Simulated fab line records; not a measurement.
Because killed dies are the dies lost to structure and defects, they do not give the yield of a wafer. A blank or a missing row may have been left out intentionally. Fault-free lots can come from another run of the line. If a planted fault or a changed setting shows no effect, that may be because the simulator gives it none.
One fault seen from 2 desks | flow sky130 | what lay behind the numbers comes last; until then each desk has only its own

## DESK OF THE TOOL OWNER: hdpcvd-01
The tool's own readings at SKY_VIA2_HDPCVD_00 (deposits SiO2, target thk 1180 nm, time 196.7 s): means of the sampled wafers that have a number, for each lot that ran on this tool. A lot is out of limits, marked OUT, if its mean lies more than 4 standard deviations from the usual mean; the brackets give that distance.
Columns: A = run-length-s at SKY_VIA2_HDPCVD_00, usual 224.5 s
lot  | first seen here | A
L209 | day 35 14:45    | 224.5
L212 | day 36 14:03    | 224.1
L213 | day 36 15:08    | 224.8
L215 | day 37 17:02    | 224.4
L221 | day 39 12:44    | 224.4
L223 | day 39 20:39    | 243.9 (+39) OUT
L224 | day 40 08:27    | 243.9 (+39) OUT
Finding of this desk: L223, L224 out of limits; the first was L223 at day 39 20:39, on run-length-s at SKY_VIA2_HDPCVD_00. L209, L212, L213, L215, L221 stayed within limits.

## AT THE METROLOGY DESK
What the gauges read for every lot (on any tool): the sampled wafers with a number, averaged. A lot is out of limits, marked OUT, if its mean lies more than 4 standard deviations from the usual mean; the brackets give that distance.
Columns: A = VIA2_HDPCVD_THK at SKY_VIA2_THK_MEAS_01, usual 1185 nm; B = VIA2_W_THK at SKY_VIA2_THK_MEAS_23, usual 435 nm
lot  | first seen here | A               | B
L209 | day 35 14:53    | 1184            | 432
L212 | day 36 14:11    | 1192            | 425
L213 | day 36 15:17    | 1178            | 434
L216 | day 37 16:46    | 1187            | 441
L215 | day 37 17:10    | 1189            | 429
L217 | day 38 07:53    | 1175            | 435
L221 | day 39 12:51    | 1205            | 431
L223 | day 39 20:47    | 1303 (+9.1) OUT | 439
L224 | day 40 08:35    | 1320 (+10) OUT  | 434
L229 | day 41 14:48    | 1171            | 434
L230 | day 41 19:13    | 1182            | 428
This desk's result: L223, L224 out of limits, first on L223 (VIA2_HDPCVD_THK at SKY_VIA2_THK_MEAS_01), day 39 20:47. L209, L212, L213, L216, L215, L217, L221, L229, L230 stayed within limits.

## TAKEN TOGETHER
The tool owner's desk had the chance to raise an alarm at day 39 20:39 on L223, L224.
On L223, L224, the metrology desk was in a position to raise an alarm at day 39 20:47.
Of the lots named, all ran SKY_VIA2_HDPCVD_00 on hdpcvd-01.

## WHAT THE SIMULATOR PUT IN
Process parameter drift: hdpcvd-01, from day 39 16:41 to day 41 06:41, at SKY_VIA2_HDPCVD_00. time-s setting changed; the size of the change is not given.
Lots struck among those shown: L223, L224.
Hours from the fault's start to each desk's first reading out of limits: the tool owner's desk, 4; the metrology desk, 4.
